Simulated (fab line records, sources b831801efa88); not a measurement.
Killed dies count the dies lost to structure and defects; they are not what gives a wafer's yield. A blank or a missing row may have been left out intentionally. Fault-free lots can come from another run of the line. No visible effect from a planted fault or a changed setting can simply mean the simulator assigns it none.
Struck lot and sound lot, side by side	flow sky130	23 out of 708 route steps
Sound: wafers L916.4, L916.5, L916.6. Wafers struck: L927.2, L927.4, L927.6. At the end, the cause is stated.
Each step with rows lists, per side, the tool, then ch with its chambers, then its first start. Under that, the readings that differ: sound wafers	struck wafers	difference of the means	sigmas: that difference in standard deviations of wafers without a fault.
alike: readings with means less than 2 such deviations apart, plus words and numbers identical on both sides. not compared: withheld readings, readings lacking a value on some wafer, bounds such as >300 that could conceal the same value, and numbers that have no deviation in the record and whose values overlap.
Wherever a step has rows on one side only, a row that says differs or no value, or a row with sigmas, the two part there. Numbers that don't overlap but have no deviation are shown without sigmas and don't part them. Lack of a reading on every wafer of one side parts them only where that side has two or more wafers.

first, 1 step without rows for these wafers: SKY_POLY_GATE_OXIDATION_20 (stabilise 600 s, purge 300 s, target thk 4 nm).
SKY_POLY_GATE_THK_MEAS_21:
  struck on filmMetro-04, day 22 01:53; sound on filmMetro-01, day 17 16:56
  alike: POLY_GATE_OXIDATION_THK
SKY_POLY_GATE_CD_MEAS_22:
  struck on cdSem-01, day 22 01:58; sound on cdSem-01, day 17 17:03
  alike: cdNm
then, 7 steps without rows for these wafers: SKY_LDD_N_DEHYDRATE_00 (time 60 s); SKY_LDD_N_HMDS_01 (prime time 60 s); SKY_LDD_N_COAT_02 (resist thk 300 nm); SKY_LDD_N_SOFTBAKE_03 (time 60 s); SKY_LDD_N_EXPOSE_04 (exposes mask NTM, target cd 840 nm); SKY_LDD_N_PEB_05; SKY_LDD_N_DEVELOP_06 (develop time 60 s).
SKY_LDD_N_OVL_MEAS_07:
  struck on overlay-02, day 23 08:16; sound on overlay-01, day 18 22:29
reading	sound	struck	difference	sigmas
LDD_N_OVL (nm)	2.0 1.3 2.3	-1.7 -0.8 -1.0	-3.0	-3
following that, these wafers have no rows for 1 step: SKY_LDD_N_IMPLANT_08.
SKY_LDD_N_IMPLANT_09:
  sound on implanter-03 ch 0, day 18 22:44; struck on implanter-04 ch 0, day 23 08:28
reading	sound	struck	difference	sigmas
doseIonsCm2	7.504e+13 7.497e+13 7.507e+13	7.52e+12 7.45e+12 7.42e+12	-6.76e+13	-99 or more
faradayCurrentUA	421 420 436	42 42 43	-383	-49
then, 6 steps without rows for these wafers: SKY_LDD_N_IMPLANT_10; SKY_LDD_N_IMPLANT_11; SKY_LDD_N_IMPLANT_12; SKY_LDD_N_IMPLANT_13; SKY_LDD_N_IMPLANT_14; SKY_LDD_N_IMPLANT_15.
SKY_LDD_N_STRIP_16: strips in O2/N2.
  sound on plasmaAsher-03 ch 0,1, day 18 23:44; struck on plasmaAsher-02 ch 0,1, day 23 09:30
reading	sound	struck	difference	sigmas
stripTimeToEndpointS (s)	4.290 4.292 4.303	4.157 4.152 4.113	-0.154	-12
  alike: drypumpMotorCurrentA, n2FlowSccm, oesProductAu
  not compared: rfHoursCounterH
SKY_LDD_N_TW_MEAS_17:
  struck on filmMetro-03, day 23 09:37; sound on filmMetro-04, day 18 23:50
reading	sound	struck	difference	sigmas
LDD_N_TW	2562 2573 2576	2461 2467 2477	-102	-7
then, 1 step without rows for these wafers: SKY_LDD_P_DEHYDRATE_00 (time 60 s).
-- the record jumps here: 26 days lie between the struck wafers' starts before and after (it left off in module LDD_P and takes up again in module PAD_OPEN, whose first step shown is number 708 of the route) --
SKY_PAD_OPEN_PROBE_99:
  struck on prober-01, day 49 10:56; sound on prober-01, day 46 15:17
reading	sound	struck	difference	sigmas
model.etest.tipN.rsOhmSq	445.2 444.7 440.9	525.7 528.6 527.1	+83.5	
model.etest.nfet_01v8_swapped.vtSatV (V)	0.6632 0.6606 0.6607	0.6696 0.6635 0.676	+0.0082	
model.etest.nfet_01v8_turned.vtV (V)	0.7082 0.7053 0.7076	0.711 0.7087 0.7157	+0.005	
  alike: killed_at_M0_to_M3, killed_at_M4_up, killedAtContacts, killedAtFrontEnd, killedAtOther, killedDies, killedOpen, killedShort
  not compared: model.etest.nfet_01v8.rOnOhmUm, model.etest.nfet_01v8_swapped.driveUaUm, model.etest.nfet_01v8_lvt.vtV

WHERE THEY PART
Earliest at SKY_LDD_N_OVL_MEAS_07; latest, in this record, at SKY_LDD_N_TW_MEAS_17. Later steps at which nothing parts them and some readings are alike: SKY_PAD_OPEN_PROBE_99.

WHY: what the simulator had put in
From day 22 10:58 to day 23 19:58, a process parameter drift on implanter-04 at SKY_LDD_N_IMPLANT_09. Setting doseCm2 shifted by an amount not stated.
